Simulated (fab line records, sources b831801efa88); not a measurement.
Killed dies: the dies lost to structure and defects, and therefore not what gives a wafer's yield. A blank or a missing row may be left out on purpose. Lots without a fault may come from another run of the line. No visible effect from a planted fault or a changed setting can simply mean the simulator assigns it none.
fab line records	flow sky130
record lots=12	wafers=36	lastDay=50
route steps=708 shown VT_ADJUST_HVTP@93 GATE_OXIDE@198 RES_PROTECT@214 POLY_GATE@230
lots untouched by any fault: they come from a run of this same line in which no faults occurred
startH: the number of hours between the record's first day and the start of the first shown wafer of the lot	waitH: hours since the lot's step before	" identical to the entry in the row above	L1.1+2: a row that stands for several wafers	- value missing, or start not given	* or withheld: withheld	< > ~ a bound
route shown NAME@n: NAME is a module with steps in the file, n the number in the route of the first one	usual: average and standard deviation across the fault-free wafers	same: alike in all rows	chamber/n: place in a boat	sites: each site's reading	_std_site: the values' standard deviation	_edge_site: mean of outer sites minus mean of inner sites	radiusMm: how far each site lies from the wafer's centre	mask NAME#n: copy n	behind: tool/chamber where the wafer was last shaped	hold: why the lot was held/for how many hours/how that ended	device: which transistor (n, p or np) failed to switch	end of line: the tests these same wafers got at the end of their route	for a step that has no rows: nothing shown but its recipe	killed: not the wafer's yield, but the dies lost to structure and defects at the first sort	map: a wafer's dies, x killed, . not, _ none there
set.NAME: the setting as run; set.NAME@STEP: as run at that earlier step	model.NAME: the simulator's own value behind a step, which no gauge read
the route's steps for a sample of lots (tables are steps, rows are wafers)
services: from which hour (startH, from the record's first day; less than 0 if before it) a tool's chamber was out of use, for how many hours, and why
## steps
# step SKY_VT_ADJUST_HVTP_OVL_MEAS_08
# usual VT_ADJUST_HVTP_OVL=-0.3/1.3
lot.wafer	tool	chamber	startH	waitH	VT_ADJUST_HVTP_OVL[nm]
L595.3	overlay-01	-	124.23	0.1	-2.0
L595.5	"	-	"	"	0.7
L595.6	"	-	"	"	-2.5
L596.1	overlay-02	-	135.55	0.1	-1.5
L596.2	"	-	"	"	0.4
L596.5	"	-	"	"	-0.3
L602.1	overlay-01	-	168.14	0.1	-0.5
L602.4	"	-	"	"	0.1
L602.6	"	-	"	"	0.3
L603.3	overlay-02	-	173.68	0.1	1.9
L603.5	"	-	"	"	-0.2
L603.6	"	-	"	"	0.1
L604.1	overlay-02	-	179.50	0.1	-1.4
L604.2	"	-	"	"	0.2
L604.5	"	-	"	"	-2.7
L605.2	overlay-01	-	186.18	0.1	0.0
L605.4	"	-	"	"	-0.8
L605.6	"	-	"	"	-0.5
L609.1	overlay-02	-	215.59	0.1	-0.4
L609.2	"	-	"	"	0.3
L609.5	"	-	"	"	-0.4
L610.1	overlay-02	-	221.67	0.1	0.2
L610.4	"	-	"	"	1.3
L610.6	"	-	"	"	2.5
L611.1	overlay-01	-	226.35	0.1	0.7
L611.2	"	-	"	"	-1.4
L611.5	"	-	"	"	-0.9
L616.3	overlay-02	-	255.80	0.1	-0.8
L616.4	"	-	"	"	-1.7
L616.5	"	-	"	"	1.7
L617.3	overlay-01	-	272.43	0.1	-2.6
L617.4	"	-	"	"	-1.0
L617.5	"	-	"	"	-1.0
L618.2	overlay-01	-	273.63	0.1	-0.6
L618.3	"	-	"	"	-0.7
L618.4	"	-	"	"	-1.2
# step SKY_GATE_OXIDE_IMPLANT_11
# recipe species=B	energyKev=10	doseCm2=2.6e+12	tiltDeg=withheld
# usual beamEnergyKeV=9.999/0.0031
# same implantIonAmu=11
lot.wafer	tool	chamber	startH	waitH	beamEnergyKeV
L595.3	implanter-04	0	309.87	0.1	9.998
L595.5	"	0	"	"	9.996
L595.6	"	0	"	"	9.996
L596.1	implanter-01	0	321.77	0.0	9.996
L596.2	"	0	"	"	10.002
L596.5	"	0	"	"	9.998
L602.1	implanter-01	0	368.75	0.0	10.000
L602.4	"	0	"	"	10.005
L602.6	"	0	"	"	10.003
L603.3	implanter-01	0	375.65	0.1	9.998
L603.5	"	0	"	"	10.001
L603.6	"	0	"	"	10.002
L604.1	implanter-02	0	389.22	0.0	9.994
L604.2	"	0	"	"	9.999
L604.5	"	0	"	"	9.998
L604.1	implanter-02	0	389.73	0.5	10.003
L604.2	"	0	"	"	10.001
L604.5	"	0	"	"	10.002
L605.2	implanter-04	0	396.17	0.0	9.997
L605.4	"	0	"	"	10.000
L605.6	"	0	"	"	10.001
L605.2	implanter-04	0	396.49	0.3	9.998
L605.4	"	0	"	"	9.996
L605.6	"	0	"	"	10.000
L609.1	implanter-04	0	430.42	0.0	9.998
L609.2	"	0	"	"	9.997
L609.5	"	0	"	"	9.997
L609.1	implanter-04	0	430.74	0.3	10.004
L609.2	"	0	"	"	10.000
L609.5	"	0	"	"	10.003
L610.1	implanter-04	0	438.47	0.0	10.001
L610.4	"	0	"	"	9.998
L610.6	"	0	"	"	10.000
L611.1	implanter-04	0	444.59	0.0	9.995
L611.2	"	0	"	"	9.995
L611.5	"	0	"	"	9.998
L617.3	implanter-04	0	501.87	0.1	9.997
L617.4	"	0	"	"	10.006
L617.5	"	0	"	"	10.003
L616.3	implanter-02	0	504.02	0.1	10.004
L616.4	"	0	"	"	10.002
L616.5	"	0	"	"	10.005
L618.2	implanter-01	0	510.41	0.0	9.994
L618.3	"	0	"	"	9.994
L618.4	"	0	"	"	9.999
# step SKY_GATE_OXIDE_TW_MEAS_14
# usual GATE_OXIDE_TW=225.7/1.7
lot.wafer	tool	chamber	startH	waitH	GATE_OXIDE_TW
L595.3	filmMetro-04	-	310.19	0.1	224.3
L595.5	"	-	"	"	223.5
L595.6	"	-	"	"	223.9
L596.1	filmMetro-03	-	322.12	0.1	223.6
L596.2	"	-	"	"	224.0
L596.5	"	-	"	"	224.5
L602.1	filmMetro-01	-	369.10	0.1	225.0
L602.4	"	-	"	"	226.2
L602.6	"	-	"	"	226.5
L603.3	filmMetro-03	-	375.98	0.1	226.6
L603.5	"	-	"	"	225.4
L603.6	"	-	"	"	226.4
L604.1	filmMetro-03	-	390.08	0.1	275.1
L604.2	"	-	"	"	277.3
L604.5	"	-	"	"	275.4
L605.2	filmMetro-04	-	397.41	0.1	275.9
L605.4	"	-	"	"	274.7
L605.6	"	-	"	"	277.3
L609.1	filmMetro-01	-	431.12	0.1	277.8
L609.2	"	-	"	"	278.0
L609.5	"	-	"	"	279.0
L610.1	filmMetro-03	-	438.84	0.1	224.4
L610.4	"	-	"	"	222.7
L610.6	"	-	"	"	223.9
L611.1	filmMetro-04	-	444.96	0.1	224.0
L611.2	"	-	"	"	221.7
L611.5	"	-	"	"	223.7
L617.3	filmMetro-04	-	502.19	0.1	223.5
L617.4	"	-	"	"	223.1
L617.5	"	-	"	"	224.4
L616.3	filmMetro-03	-	504.35	0.1	227.4
L616.4	"	-	"	"	226.9
L616.5	"	-	"	"	226.5
L618.2	filmMetro-03	-	510.75	0.1	225.7
L618.3	"	-	"	"	225.4
L618.4	"	-	"	"	225.9
# step SKY_RES_PROTECT_STRIP_07
# recipe chemistry=O2/N2	powerW=1400	pressureMtorr=1500	platenTempC=withheld	o2FlowSccm=3000	n2FlowSccm=300	overashFraction=0.5
# usual drypumpMotorCurrentA=5.7/0.35	oesProductAu=0.516/0.0046	stripTimeToEndpointS=23.40/0.041
lot.wafer	tool	chamber	startH	waitH	drypumpMotorCurrentA	oesProductAu	rfHoursCounterH	stripTimeToEndpointS
L595.3	plasmaAsher-02	0	340.97	0.1	5.6	0.518	-	23.39
L595.5	"	1	"	"	5.5	0.509	-	23.37
L595.6	"	0	"	"	5.6	0.516	-	23.39
L596.1	plasmaAsher-02	0	357.50	0.1	5.6	0.512	22	23.31
L596.2	"	1	"	"	5.5	0.520	22	23.31
L596.5	"	0	"	"	5.6	0.518	-	23.38
L602.1	plasmaAsher-02	1	398.17	0.1	5.5	0.513	26	23.39
L602.4	"	1	"	"	5.5	0.512	-	23.37
L602.6	"	0	"	"	5.6	0.517	-	23.38
L603.3	plasmaAsher-04	0	403.94	0.1	6.2	0.517	-	23.41
L603.5	"	1	"	"	5.8	0.517	-	23.36
L603.6	"	0	"	"	6.2	0.514	-	23.40
L604.1	plasmaAsher-02	1	422.62	0.1	5.5	0.513	28	23.46
L604.2	"	0	"	"	5.7	0.522	28	23.44
L604.5	"	1	"	"	5.5	0.513	-	23.44
L605.2	plasmaAsher-03	1	430.45	0.1	5.7	0.518	71	23.47
L605.4	"	0	"	"	5.1	0.506	-	23.41
L605.6	"	1	"	"	5.7	0.510	-	23.43
L609.1	plasmaAsher-03	1	465.83	0.1	5.7	0.511	75	23.44
L609.2	"	0	"	"	5.1	0.518	75	23.45
L609.5	"	0	"	"	5.2	0.510	-	23.46
L610.1	plasmaAsher-04	0	473.53	0.1	6.2	0.518	67	23.41
L610.4	"	1	"	"	5.8	0.511	-	23.38
L610.6	"	0	"	"	6.2	0.516	-	23.40
L611.1	plasmaAsher-04	0	479.40	0.1	6.2	0.517	68	23.41
L611.2	"	1	"	"	5.8	0.510	68	23.31
L611.5	"	1	"	"	5.8	0.515	-	23.36
L617.3	plasmaAsher-02	0	536.55	0.1	5.6	0.515	-	23.44
L617.4	"	1	"	"	5.5	0.517	-	23.42
L617.5	"	0	"	"	5.7	0.518	-	23.39
L616.3	plasmaAsher-04	1	536.78	0.1	5.8	0.515	-	23.48
L616.4	"	0	"	"	6.2	0.513	-	23.47
L616.5	"	1	"	"	5.8	0.521	-	23.45
L618.2	plasmaAsher-04	1	544.38	0.1	5.8	0.513	74	23.34
L618.3	"	0	"	"	6.2	0.524	-	23.38
L618.4	"	1	"	"	5.8	0.521	-	23.36
# step SKY_POLY_GATE_ETCH_16
# recipe stopOn=poly-Si	chemistry=CH3F/O2	target=Si3N4	sourceW=400	biasW=80	pressureMtorr=25	ch3fFlowSccm=40	O2_flow_sccm=30	timeS=150	targetDepthA=750
# usual drypumpMotorCurrentA=5.6/0.48	oesProductAu=0.640/0.0051	throttleValvePct=10.536/0.01
lot.wafer	tool	chamber	startH	waitH	drypumpMotorCurrentA	oesProductAu	rfHoursCounterH	throttleValvePct
L595.3	rieDiel-03	0	370.19	0.0	5.9	0.652	33	10.529
L595.5	"	3	"	"	5.9	0.643	-	10.539
L595.6	"	2	"	"	5.1	0.640	-	10.548
L596.1	rieDiel-03	1	386.30	0.0	5.5	0.638	0	10.521
L596.2	"	0	"	"	5.9	0.639	34	10.557
L596.5	"	3	"	"	5.9	0.642	-	10.537
L602.1	rieDiel-02	3	434.75	0.0	5.9	0.648	79	10.514
L602.4	"	0	"	"	5.1	0.647	-	10.551
L602.6	"	3	"	"	5.9	0.647	-	10.547
L603.3	rieDiel-01	3	440.76	0.0	5.6	0.645	11	10.531
L603.5	"	2	"	"	6.1	0.641	-	10.547
L603.6	"	3	"	"	5.6	0.640	-	10.545
L604.1	rieDiel-02	1	474.06	0.0	6.4	0.642	29	10.545
L604.2	"	0	"	"	5.1	0.647	10	10.525
L604.5	"	0	"	"	5.1	0.638	-	10.549
L605.2	rieDiel-01	1	474.60	0.0	5.3	0.642	11	10.531
L605.4	"	0	"	"	4.8	0.637	13	10.537
L605.6	"	0	"	"	4.8	0.640	-	10.543
L609.1	rieDiel-01	1	500.86	0.0	5.4	0.640	12	10.540
L609.2	"	2	"	"	6.1	0.634	12	10.544
L609.5	"	2	"	"	6.1	0.650	-	10.528
L610.1	rieDiel-02	3	506.20	0.0	5.9	0.637	80	10.530
L610.4	"	2	"	"	5.5	0.629	1	10.549
L610.6	"	3	"	"	5.9	0.638	-	10.526
L611.1	rieDiel-01	0	512.79	0.0	4.8	0.645	13	10.546
L611.2	"	3	"	"	5.6	0.643	12	10.546
L611.5	"	2	"	"	6.1	0.639	-	10.524
L617.3	rieDiel-01	1	567.81	0.0	5.3	0.644	13	10.530
L617.4	"	0	"	"	4.8	0.639	15	10.539
L617.5	"	2	"	"	6.1	0.639	-	10.529
L616.3	rieDiel-03	0	569.91	0.0	5.9	0.640	36	10.544
L616.4	"	2	"	"	5.1	0.641	0	10.547
L616.5	"	1	"	"	5.4	0.637	-	10.538
L618.2	rieDiel-01	1	577.54	0.0	5.4	0.634	13	10.532
L618.3	"	0	"	"	4.8	0.637	15	10.529
L618.4	"	0	"	"	4.8	0.638	-	10.531
## services
tool	chamber	startH	hours	kind
rieDiel-02	-	286.07	0.1	repair
implanter-01	-	291.94	3.2	repair
rieDiel-03	-	296.68	3.2	repair
implanter-02	-	299.14	0.5	repair
plasmaAsher-02	-	317.75	1.2	repair
implanter-01	-	337.46	8.1	repair
implanter-04	-	357.79	5.9	repair
plasmaAsher-02	-	364.09	1.0	repair
plasmaAsher-02	-	382.40	2.8	pm
rieDiel-01	3	382.50	5.3	repair
implanter-02	-	402.61	3.3	pm
rieDiel-01	2	417.03	5.7	repair
rieDiel-03	1	440.05	7.6	repair
plasmaAsher-04	-	440.78	1.6	repair
implanter-01	-	442.35	2.9	pm
rieDiel-03	0	444.38	24.7	repair
rieDiel-01	1	444.61	1.8	repair
rieDiel-02	-	446.61	2.8	pm
implanter-04	-	483.89	8.7	repair
implanter-04	-	487.79	1.8	repair
implanter-01	-	539.00	2.3	repair
plasmaAsher-04	-	557.40	2.8	pm
implanter-04	-	566.61	7.0	pm
rieDiel-01	3	576.84	7.6	repair
## key
firstSign step=SKY_GATE_OXIDE_IMPLANT_11	reading=visit	direction=added
effect step=SKY_GATE_OXIDE_TW_MEAS_14	reading=GATE_OXIDE_TW	direction=up	sigmas=30	usual=225.7	struck=276.7
metAt SKY_GATE_OXIDE_IMPLANT_11
struckLots L604,L605,L609
testerLeftOut L604,L605,L609
notActingAt SKY_VT_ADJUST_HVTP_OVL_MEAS_08,SKY_RES_PROTECT_STRIP_07,SKY_POLY_GATE_ETCH_16
fault kind=repeatedStepWhole	tool=implanter-01,implanter-02,implanter-04	chamber=-	onsetH=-	steps=SKY_GATE_OXIDE_IMPLANT_11	times=1	scope=struckLotsOnly
# testerLeftOut: of these lots the tester's yield and bins aren't shown, on N5 and GAA mostly nor the transistor test; their killed dies are dies lost to structure and defects alone, not to doping, threshold or leakage, so they don't give the yield
